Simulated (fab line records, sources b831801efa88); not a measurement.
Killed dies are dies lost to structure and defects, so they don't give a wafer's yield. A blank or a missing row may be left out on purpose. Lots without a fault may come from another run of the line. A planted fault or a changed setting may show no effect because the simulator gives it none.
fab line records | flow sky130 | part 1 of 2: steps 1 to 26 of 35
record lots=5 wafers=15 last_day=49
route steps=708 shown VIA3@581 METAL4@598 CAP2M@603
lots that met no fault: from a run of the same line without faults
start_h: hours from the record's first day to the start of the lot's first wafer shown | wait_h: hours since the lot's step before | " the same as in the row above | L1.1+2: a row that stands for several wafers | - no value, or no start given | * or withheld: withheld | < > ~ a bound
route shown NAME@n: a module of which the file shows steps, and the number in the route of the first | usual: mean/standard deviation of fault-free wafers | same: alike in all rows | chamber/n: place in a boat | sites: the reading at each site | _std_site: their standard deviation | _edge_site: outer sites' mean less inner sites' | radius_mm: how far each site lies from the wafer's centre | mask NAME#n: copy n | behind: the tool/chamber that last shaped the wafer | hold: why the lot was held/for how many hours/how that ended | device: the transistor (n, p or np) that didn't switch | end of line: the same wafers' tests at the end of the route | a step without rows: its recipe alone | killed: dies lost to structure and defects at the first sort, not the wafer's yield | map: a wafer's dies, x killed, . not, _ none there
set.NAME: the setting as run; set.NAME@STEP: as run at that earlier step | model.NAME: the simulator's own value behind a step, which no gauge read
lots at some steps of the route; a table a step, a row a wafer
services: from which hour (start_h, from the record's first day; less than 0 if before it) a tool's chamber was out of use, for how many hours, and why
## steps
# step SKY_VIA3_SOFTBAKE_08
# recipe temp_c=100 time_s=90 resist=KrF-thick
# usual chill_plate_temp_C=23.00/0.13 exhaust_pa=45.0/1
# columns lot.wafer tool chamber start_h wait_h chill_plate_temp_C exhaust_pa
L076.1 litho_track-02 0 - - 22.97 46.4
L076.2 " 0 " " 22.91 45.6
L076.5 " 0 " " 22.96 45.9
L080.1 litho_track-04 0 - - 22.95 43.9
L080.2 " 0 " " 22.77 44.0
L080.6 " 0 " " 23.04 44.7
L084.3 litho_track-03 0 - - 22.99 44.7
L084.4 " 0 " " 23.09 46.0
L084.6 " 0 " " 23.06 45.2
L086.1 litho_track-04 0 - - 23.04 44.5
L086.3 " 0 " " 22.97 43.1
L086.4 " 0 " " 22.97 44.4
L090.2 litho_track-02 0 - - 23.10 44.7
L090.5 " 0 " " 23.04 46.3
L090.6 " 0 " " 23.17 44.4
# step SKY_VIA3_EXPOSE_09
# recipe mask_id=VIM3 na=0.8 source_shape=annular sigma_inner=0.55 sigma_outer=0.85 target_cd_nm=200 dose_mj=38
# same sigma_inner=0.55
# columns lot.wafer tool chamber start_h wait_h mask
L076.1+2+5 krf_scanner-01 0 - - VIM3#0
L080.1+2+6 krf_scanner-01 0 - - VIM3#0
L084.3+4+6 krf_scanner-02 0 - - VIM3#0
L086.1+3+4 krf_scanner-02 0 - - VIM3#0
L090.2+5+6 krf_scanner-02 0 - - VIM3#0
# step SKY_VIA3_PEB_10
# recipe peb_temp_c=withheld peb_time_s=withheld resist=KrF-thick
# usual chill_plate_temp_C=* exhaust_pa=45.1/0.9
# columns lot.wafer tool chamber start_h wait_h chill_plate_temp_C exhaust_pa
L076.1 litho_track-04 0 - - * 46.4
L076.2 " 0 " " * 45.9
L076.5 " 0 " " * 46.5
L080.1 litho_track-02 0 - - * 46.5
L080.2 " 0 " " * 45.9
L080.6 " 0 " " * 46.7
L084.3 litho_track-02 0 - - * 45.2
L084.4 " 0 " " * 45.3
L084.6 " 0 " " * 45.8
L086.1 litho_track-04 0 - - * 44.5
L086.3 " 0 " " * 44.1
L086.4 " 0 " " * 44.8
L090.2 litho_track-03 0 - - * 45.0
L090.5 " 0 " " * 44.9
L090.6 " 0 " " * 46.2
# step SKY_VIA3_DEVELOP_11
# recipe develop_time_s=60 resist=KrF-thick dev_temp_c=21
# usual chill_plate_temp_C=23.03/0.1 exhaust_pa=45.0/0.85
# columns lot.wafer tool chamber start_h wait_h chill_plate_temp_C exhaust_pa
L076.1 litho_track-04 0 - - 23.12 46.1
L076.2 " 0 " " 23.10 44.1
L076.5 " 0 " " 23.00 44.6
L080.1 litho_track-02 0 - - 22.95 45.8
L080.2 " 0 " " 22.84 44.5
L080.6 " 0 " " 22.96 46.1
L084.3 litho_track-02 0 - - 23.03 45.5
L084.4 " 0 " " 22.92 44.8
L084.6 " 0 " " 22.94 46.0
L086.1 litho_track-04 0 - - 22.94 45.2
L086.3 " 0 " " 22.97 44.9
L086.4 " 0 " " 22.95 44.0
L090.2 litho_track-03 0 - - 23.10 44.0
L090.5 " 0 " " 22.94 44.8
L090.6 " 0 " " 23.18 43.4
# step SKY_VIA3_CD_MEAS_12
# recipe target_cd_nm=200
# usual cd_nm=200.1/1.7
# columns lot.wafer tool chamber start_h wait_h cd_nm
L076.1 cd_sem-02 - 941.96 - 202.2
L076.2 " - " " 201.3
L076.5 " - " " 200.8
L080.1 cd_sem-01 - 979.64 - 201.8
L080.2 " - " " 200.9
L080.6 " - " " 200.4
L084.3 cd_sem-02 - 1023.23 - 198.6
L084.4 " - " " 199.4
L084.6 " - " " 197.9
L086.1 cd_sem-02 - 1029.66 - 200.5
L086.3 " - " " 201.3
L086.4 " - " " 200.2
L090.2 cd_sem-02 - 1042.84 - 201.6
L090.5 " - " " 202.2
L090.6 " - " " 201.8
# step SKY_VIA3_OVL_MEAS_13
# usual VIA3_OVL=-2/5.6
# columns lot.wafer tool chamber start_h wait_h VIA3_OVL[nm]
L076.1 overlay-01 - 942.08 0.1 -9
L076.2 " - " " -5
L076.5 " - " " -6
L080.1 overlay-02 - 979.76 0.1 -1
L080.2 " - " " 2
L080.6 " - " " -1
L084.3 overlay-02 - 1023.32 0.1 -7
L084.4 " - " " -11
L084.6 " - " " -7
L086.1 overlay-01 - 1029.78 0.1 -3
L086.3 " - " " 5
L086.4 " - " " -5
L090.2 overlay-02 - 1042.95 0.1 -4
L090.5 " - " " -4
L090.6 " - " " -4
# step SKY_VIA3_ETCH_14
# recipe chemistry=N2/H2 target=BARC ion_energy_ev=200 source_w=500 bias_w=100 pressure_mtorr=30 n2_flow_sccm=100 h2_flow_sccm=200 stop_on=SiO2 time_s=45.9 target_depth_a=600
# usual drypump_motor_current_A=5.8/0.39 oes_product_au=0.855/0.0044 throttle_valve_pct=13.224/0.0089
# columns lot.wafer tool chamber start_h wait_h drypump_motor_current_A oes_product_au rf_hours_counter_h throttle_valve_pct
L076.1 rie_diel-03 0 942.11 0.0 5.9 0.860 17 13.208
L076.2 " 3 " " 6.4 0.850 18 13.243
L076.5 " 0 " " 5.9 0.856 - 13.219
L080.1 rie_diel-03 0 979.79 0.0 5.9 0.860 19 13.216
L080.2 " 2 " " 5.7 0.861 19 13.238
L080.6 " 2 " " 5.7 0.859 - 13.230
L084.3 rie_diel-01 0 1023.34 0.0 6.1 0.854 0 13.211
L084.4 " 3 " " 6.0 0.850 12 13.219
L084.6 " 2 " " 5.7 0.862 - 13.219
L086.1 rie_diel-02 1 1029.81 0.0 4.8 0.854 10 13.212
L086.3 " 0 " " 6.3 0.858 16 13.215
L086.4 " 3 " " 5.9 0.859 14 13.225
L090.2 rie_diel-01 0 1042.98 0.0 6.1 0.850 1 13.231
L090.5 " 3 " " 6.0 0.850 - 13.223
L090.6 " 0 " " 6.1 0.861 - 13.227
# step SKY_VIA3_ETCH_15
# recipe target=SiO2 chemistry=C4F8/O2/Ar target_depth_nm=507 stop_on=TiN mask_material=KrF-thick source_w=1500 bias_w=1200 pressure_mtorr=40 c4f8_flow_sccm=withheld O2_flow_sccm=6 Ar_flow_sccm=300 time_s=78
# usual oes_product_au=0.946/0.0048
# columns lot.wafer tool chamber start_h wait_h oes_product_au rf_hours_counter_h
L076.1 rie_diel-03 0 942.15 0.0 0.946 18
L076.2 " 3 " " 0.951 18
L076.5 " 0 " " 0.952 -
L080.1 rie_diel-03 0 979.83 0.0 0.943 19
L080.2 " 2 " " 0.946 19
L080.6 " 2 " " 0.937 -
L084.3 rie_diel-01 0 1023.38 0.0 0.945 0
L084.4 " 3 " " 0.949 12
L084.6 " 2 " " 0.940 -
L086.1 rie_diel-02 1 1029.85 0.0 0.946 10
L086.3 " 0 " " 0.954 16
L086.4 " 3 " " 0.952 14
L090.2 rie_diel-01 0 1043.02 0.0 0.943 1
L090.5 " 3 " " 0.954 -
L090.6 " 0 " " 0.949 -
# step SKY_VIA3_STRIP_16
# recipe chemistry=O2/N2 power_w=1400 pressure_mtorr=1500 platen_temp_c=withheld o2_flow_sccm=3000 n2_flow_sccm=300 overash_fraction=0.5
# usual drypump_motor_current_A=5.9/0.42 oes_product_au=0.402/0.0044 strip_time_to_endpoint_s=4.139/0.025
# columns lot.wafer tool chamber start_h wait_h drypump_motor_current_A oes_product_au rf_hours_counter_h strip_time_to_endpoint_s
L076.1 plasma_asher-01 0 942.21 0.0 6.1 0.402 86 4.116
L076.2 " 1 " " 5.1 0.406 86 4.128
L076.5 " 0 " " 6.2 0.396 - 4.129
L080.1 plasma_asher-04 0 979.89 0.0 6.0 0.399 47 4.115
L080.2 " 1 " " 6.2 0.401 47 4.121
L080.6 " 1 " " 6.2 0.399 - 4.114
L084.3 plasma_asher-04 1 1023.48 0.1 6.1 0.399 - 4.213
L084.4 " 0 " " 6.1 0.406 - 4.163
L084.6 " 0 " " 6.0 0.409 - 4.146
L086.1 plasma_asher-01 1 1029.91 0.0 5.1 0.404 95 4.130
L086.3 " 1 " " 5.1 0.398 - 4.124
L086.4 " 0 " " 6.1 0.397 - 4.126
L090.2 plasma_asher-01 1 1043.08 0.0 5.1 0.405 96 4.142
L090.5 " 1 " " 5.1 0.406 - 4.170
L090.6 " 0 " " 6.1 0.409 - 4.156
# step SKY_VIA3_STRIP_17
# recipe chemistry=post_etch_residue_remover time_s=1200 temp_c=72.5
# columns lot.wafer tool chamber start_h wait_h
L076.1+2+5 wet_bench-04 3 942.31 0.1
L080.1+2+6 wet_bench-01 1 979.99 0.1
L084.3+4+6 wet_bench-04 1 1023.54 0.0
L086.1+3+4 wet_bench-04 0 1030.01 0.1
L090.2+5+6 wet_bench-01 0 1043.18 0.1
# step SKY_VIA3_CLEAN_18
# recipe chemistry=IPA time_s=180 temp_c=25
# columns lot.wafer tool chamber start_h wait_h
L076.1+2+5 wet_bench-01 2 942.69 0.0
L080.1+2+6 wet_bench-01 3 980.34 0.0
L084.3+4+6 wet_bench-01 1 1023.92 0.0
L086.1+3+4 wet_bench-01 1 1030.36 0.0
L090.2+5+6 wet_bench-04 3 1043.52 0.0
# step SKY_VIA3_CLEAN_19
# recipe chemistry=O3/DIW dry=n2_spin
# columns lot.wafer tool chamber start_h wait_h
L076.1+2+5 wet_bench-04 1 942.75 0.0
L080.1+2+6 wet_bench-01 3 980.39 0.0
L084.3+4+6 wet_bench-04 1 1023.98 0.0
L086.1+3+4 wet_bench-02 2 1030.41 0.0
L090.2+5+6 wet_bench-01 1 1043.58 0.0
# step SKY_VIA3_SPUTTER_20
# recipe material=TiN target_thk_nm=20 chamber_pressure_pa=5 power_w=4000 time_s=80
# usual throttle_valve_pct=30.1/0.92
# columns lot.wafer tool chamber start_h wait_h throttle_valve_pct
L076.1 pvd_sputter-04 - 942.85 0.0 30.4
L076.2 " - " " 28.7
L076.5 " - " " 28.9
L080.1 pvd_sputter-03 - 980.49 0.0 29.9
L080.2 " - " " 29.3
L080.6 " - " " 31.4
L084.3 pvd_sputter-04 - 1024.08 0.0 28.7
L084.4 " - " " 30.1
L084.6 " - " " 30.2
L086.1 pvd_sputter-03 - 1030.51 0.0 31.4
L086.3 " - " " 30.1
L086.4 " - " " 30.8
L090.2 pvd_sputter-03 - 1043.67 0.0 29.4
L090.5 " - " " 28.9
L090.6 " - " " 30.4
# step SKY_VIA3_CVD_21
# recipe material=W target_thk_nm=390 time_s=117.31 temp_c=400 pressure_torr=40
# usual heater_power_w=938/49
# columns lot.wafer tool chamber start_h wait_h heater_power_w
L076.1 cvd_w-01 0 942.91 0.0 856
L076.2 " 1 " " 972
L076.5 " 1 " " 958
L080.1 cvd_w-02 1 980.55 0.0 952
L080.2 " 0 " " 953
L080.6 " 0 " " 997
L084.3 cvd_w-02 0 1024.18 0.1 1016
L084.4 " 1 " " 934
L084.6 " 1 " " 960
L086.1 cvd_w-02 1 1030.57 0.0 979
L086.3 " 1 " " 946
L086.4 " 0 " " 997
L090.2 cvd_w-01 1 1043.73 0.0 977
L090.5 " 0 " " 885
L090.6 " 1 " " 943
# step SKY_VIA3_RS_MEAS_22
# recipe thk_meas_gauge=four-point-probe reads=W_of_VIA3_CVD_21+TiN_of_VIA3_SPUTTER_20
# usual VIA3_W_RS=0.2963/0.0029
# columns lot.wafer tool chamber start_h wait_h VIA3_W_RS[ohm/sq]
L076.1 film_metro-04 - 943.03 0.1 0.2983
L076.2 " - " " 0.2980
L076.5 " - " " 0.2969
L080.1 film_metro-04 - 980.67 0.1 0.2995
L080.2 " - " " 0.2979
L080.6 " - " " 0.3000
L084.3 film_metro-02 - 1024.30 0.1 0.2935
L084.4 " - " " 0.2990
L084.6 " - " " 0.2939
L086.1 film_metro-02 - 1030.69 0.1 0.2903
L086.3 " - " " 0.2944
L086.4 " - " " 0.2918
L090.2 film_metro-04 - 1043.87 0.1 0.2954
L090.5 " - " " 0.2918
L090.6 " - " " 0.2955
# step SKY_VIA3_THK_MEAS_23
# recipe thk_meas_gauge=xrf reads=W_of_VIA3_CVD_21
# usual VIA3_W_THK=384/5.5
# columns lot.wafer tool chamber start_h wait_h VIA3_W_THK[nm]
L076.1 film_metro-04 - 943.15 0.1 381
L076.2 " - " " 384
L076.5 " - " " 386
L080.1 film_metro-04 - 980.79 0.1 379
L080.2 " - " " 384
L080.6 " - " " 382
L084.3 film_metro-02 - 1024.40 0.1 381
L084.4 " - " " 374
L084.6 " - " " 381
L086.1 film_metro-02 - 1030.81 0.1 385
L086.3 " - " " 380
L086.4 " - " " 381
L090.2 film_metro-04 - 1043.98 0.1 386
L090.5 " - " " 392
L090.6 " - " " 385
# step SKY_VIA3_CMP_24
# recipe stop_on=SiO2 t_overpolish_s=20 down_force_psi=3.5 platen_rpm=60 target_thk_nm=0 pad_velocity_m_s=0.94248
# usual motor_current_A=11.1/0.97 overpolish_run_s=20.001/0.0092 time_to_endpoint_s=96/4.2
# same t_overpolish_s=20
# columns lot.wafer tool chamber start_h wait_h motor_current_A overpolish_run_s time_to_endpoint_s
L076.1 cmp-02 3 943.21 0.1 12.6 20.002 98
L076.2 " 0 " " 12.6 20.007 91
L076.5 " 3 " " 11.9 19.999 97
L080.2 cmp-01 2 980.95 0.1 11.1 19.985 94
L080.1 " 3 " " 10.1 19.998 99
L080.6 " 1 " " 11.5 19.991 98
L084.3 cmp-01 2 1024.44 0.0 11.2 20.021 95
L084.4 " 3 " " 10.5 19.994 95
L084.6 " 2 " " 11.1 19.988 95
L086.3 cmp-02 3 1030.92 0.1 12.5 19.989 99
L086.1 " 0 " " 12.2 20.004 95
L086.4 " 1 " " 9.5 20.010 101
L090.2 cmp-02 2 1044.03 0.0 10.0 20.003 102
L090.5 " 2 " " 10.4 19.991 106
L090.6 " 3 " " 12.1 20.005 103
# step SKY_METAL4_SPUTTER_00
# recipe material=Ti target_thk_nm=15 power_w=3000 time_s=10 chamber_pressure_pa=0.4
# usual throttle_valve_pct=29.9/0.85
# columns lot.wafer tool chamber start_h wait_h throttle_valve_pct
L076.1 pvd_sputter-03 - 943.51 0.2 30.6
L076.2 " - " " 30.2
L076.5 " - " " 30.7
L080.1 pvd_sputter-04 - 981.15 0.1 30.2
L080.2 " - " " 30.2
L080.6 " - " " 28.4
L084.3 pvd_sputter-02 - 1024.74 0.2 30.4
L084.4 " - " " 28.6
L084.6 " - " " 28.3
L086.1 pvd_sputter-02 - 1031.17 0.1 30.3
L086.3 " - " " 30.1
L086.4 " - " " 28.6
L090.2 pvd_sputter-02 - 1044.33 0.2 30.4
L090.5 " - " " 30.2
L090.6 " - " " 28.5
# step SKY_METAL4_SPUTTER_01
# recipe material=TiN target_thk_nm=20 power_w=6500 time_s=16.7 chamber_pressure_pa=0.4
# usual throttle_valve_pct=30.0/0.85
# columns lot.wafer tool chamber start_h wait_h throttle_valve_pct
L076.1 pvd_sputter-03 - 943.53 0.0 30.5
L076.2 " - " " 29.9
L076.5 " - " " 30.7
L080.1 pvd_sputter-04 - 981.17 0.0 30.2
L080.2 " - " " 30.3
L080.6 " - " " 28.8
L084.3 pvd_sputter-02 - 1024.76 0.0 30.4
L084.4 " - " " 28.6
L084.6 " - " " 28.5
L086.1 pvd_sputter-02 - 1031.19 0.0 30.7
L086.3 " - " " 30.4
L086.4 " - " " 28.4
L090.2 pvd_sputter-02 - 1044.36 0.0 30.6
L090.5 " - " " 30.5
L090.6 " - " " 28.4
# step SKY_METAL4_SPUTTER_02
# recipe material=AlCu target_thk_nm=735 power_w=10600 time_s=39.1 chamber_pressure_pa=0.4
# usual throttle_valve_pct=30.0/0.85
# columns lot.wafer tool chamber start_h wait_h throttle_valve_pct
L076.1 pvd_sputter-03 - 943.56 0.0 30.5
L076.2 " - " " 30.1
L076.5 " - " " 30.8
L080.1 pvd_sputter-04 - 981.20 0.0 30.2
L080.2 " - " " 30.3
L080.6 " - " " 28.7
L084.3 pvd_sputter-02 - 1024.79 0.0 30.4
L084.4 " - " " 28.8
L084.6 " - " " 28.5
L086.1 pvd_sputter-02 - 1031.22 0.0 30.3
L086.3 " - " " 30.1
L086.4 " - " " 28.4
L090.2 pvd_sputter-02 - 1044.38 0.0 30.2
L090.5 " - " " 30.4
L090.6 " - " " 28.5
# step SKY_METAL4_SPUTTER_03
# recipe material=Ti target_thk_nm=5 power_w=3000 time_s=3.3 chamber_pressure_pa=0.4
# usual throttle_valve_pct=30.0/0.86
# columns lot.wafer tool chamber start_h wait_h throttle_valve_pct
L076.1 pvd_sputter-03 - 943.60 0.0 30.7
L076.2 " - " " 30.2
L076.5 " - " " 30.4
L080.1 pvd_sputter-04 - 981.24 0.0 30.3
L080.2 " - " " 30.3
L080.6 " - " " 28.8
L084.3 pvd_sputter-02 - 1024.83 0.0 30.2
L084.4 " - " " 28.4
L084.6 " - " " 28.3
L086.1 pvd_sputter-02 - 1031.26 0.0 30.5
L086.3 " - " " 30.1
L086.4 " - " " 28.5
L090.2 pvd_sputter-02 - 1044.42 0.0 30.5
L090.5 " - " " 30.3
L090.6 " - " " 28.3
# step SKY_METAL4_SPUTTER_04
# recipe material=TiN target_thk_nm=70 power_w=6500 time_s=58.3 chamber_pressure_pa=0.4
# usual throttle_valve_pct=30.0/0.83
# columns lot.wafer tool chamber start_h wait_h throttle_valve_pct
L076.1 pvd_sputter-03 - 943.61 0.0 30.4
L076.2 " - " " 29.8
L076.5 " - " " 30.4
L080.1 pvd_sputter-04 - 981.26 0.0 30.1
L080.2 " - " " 30.4
L080.6 " - " " 28.9
L084.3 pvd_sputter-02 - 1024.84 0.0 30.1
L084.4 " - " " 28.7
L084.6 " - " " 28.3
L086.1 pvd_sputter-02 - 1031.27 0.0 30.5
L086.3 " - " " 30.3
L086.4 " - " " 28.8
L090.2 pvd_sputter-02 - 1044.44 0.0 30.7
L090.5 " - " " 30.3
L090.6 " - " " 28.5
# step SKY_CAP2M_CVD_00
# recipe material=SiO2 target_thk_nm=15.5 temp_c=400 time_s=withheld rf_w=450
# usual heater_power_w=718/82
# columns lot.wafer tool chamber start_h wait_h heater_power_w
L076.1 pecvd-01 1 943.66 0.0 766
L076.2 " 2 " " 686
L076.5 " 1 " " 788
L080.1 pecvd-01 1 981.30 0.0 747
L080.2 " 2 " " 683
L080.6 " 1 " " 739
L084.3 pecvd-01 1 1024.89 0.0 731
L084.4 " 2 " " 691
L084.6 " 1 " " 749
L086.1 pecvd-04 2 1031.32 0.0 792
L086.3 " 0 " " 751
L086.4 " 1 " " 716
L090.2 pecvd-01 0 1044.49 0.0 713
L090.5 " 2 " " 735
L090.6 " 1 " " 755
# step SKY_CAP2M_THK_MEAS_01
# recipe reads=SiO2_of_CAP2M_CVD_00
# usual CAP2M_CVD_00_THK=15.44/0.22
# columns lot.wafer tool chamber start_h wait_h CAP2M_CVD_00_THK[nm]
L076.1 film_metro-01 - 943.68 - 15.31
L076.2 " - " " 15.34
L076.5 " - " " 15.39
L080.1 film_metro-03 - 981.33 - 15.00
L080.2 " - " " 15.26
L080.6 " - " " 15.40
L084.3 film_metro-04 - 1024.94 - 15.17
L084.4 " - " " 15.44
L084.6 " - " " 15.44
L086.1 film_metro-03 - 1031.35 - 15.36
L086.3 " - " " 15.36
L086.4 " - " " 15.90
L090.2 film_metro-01 - 1044.52 - 15.18
L090.5 " - " " 15.39
L090.6 " - " " 15.53
# step SKY_CAP2M_SPUTTER_02
# recipe material=TiN target_thk_nm=200 temp_c=300 power_w=6500 time_s=166.7 chamber_pressure_pa=0.4
# usual throttle_valve_pct=30.2/1.1
# columns lot.wafer tool chamber start_h wait_h throttle_valve_pct
L076.1 pvd_sputter-03 - 943.74 0.1 30.1
L076.2 " - " " 30.6
L076.5 " - " " 30.3
L080.1 pvd_sputter-03 - 981.39 0.1 29.1
L080.2 " - " " 30.8
L080.6 " - " " 31.4
L084.3 pvd_sputter-01 - 1024.98 0.0 30.0
L084.4 " - " " 32.4
L084.6 " - " " 30.1
L086.1 pvd_sputter-01 - 1031.41 0.1 28.3
L086.3 " - " " 30.3
L086.4 " - " " 29.8
L090.2 pvd_sputter-01 - 1044.57 0.0 30.0
L090.5 " - " " 30.2
L090.6 " - " " 32.0
# step SKY_CAP2M_RS_MEAS_03
# recipe thk_meas_gauge=four-point-probe reads=TiN_of_CAP2M_SPUTTER_02
# usual CAP2M_TIN_RS=6.91/0.097
# columns lot.wafer tool chamber start_h wait_h CAP2M_TIN_RS[ohm/sq]
L076.1 film_metro-04 - 943.85 0.1 6.84
L076.2 " - " " 6.95
L076.5 " - " " 6.88
L080.1 film_metro-04 - 981.50 0.1 6.92
L080.2 " - " " 7.01
L080.6 " - " " 6.81
L084.3 film_metro-01 - 1025.12 0.1 7.03
L084.4 " - " " 6.93
L084.6 " - " " 7.03
L086.1 film_metro-01 - 1031.51 0.1 6.88
L086.3 " - " " 6.94
L086.4 " - " " 6.83
L090.2 film_metro-03 - 1044.70 0.1 6.97
L090.5 " - " " 7.03
L090.6 " - " " 7.01
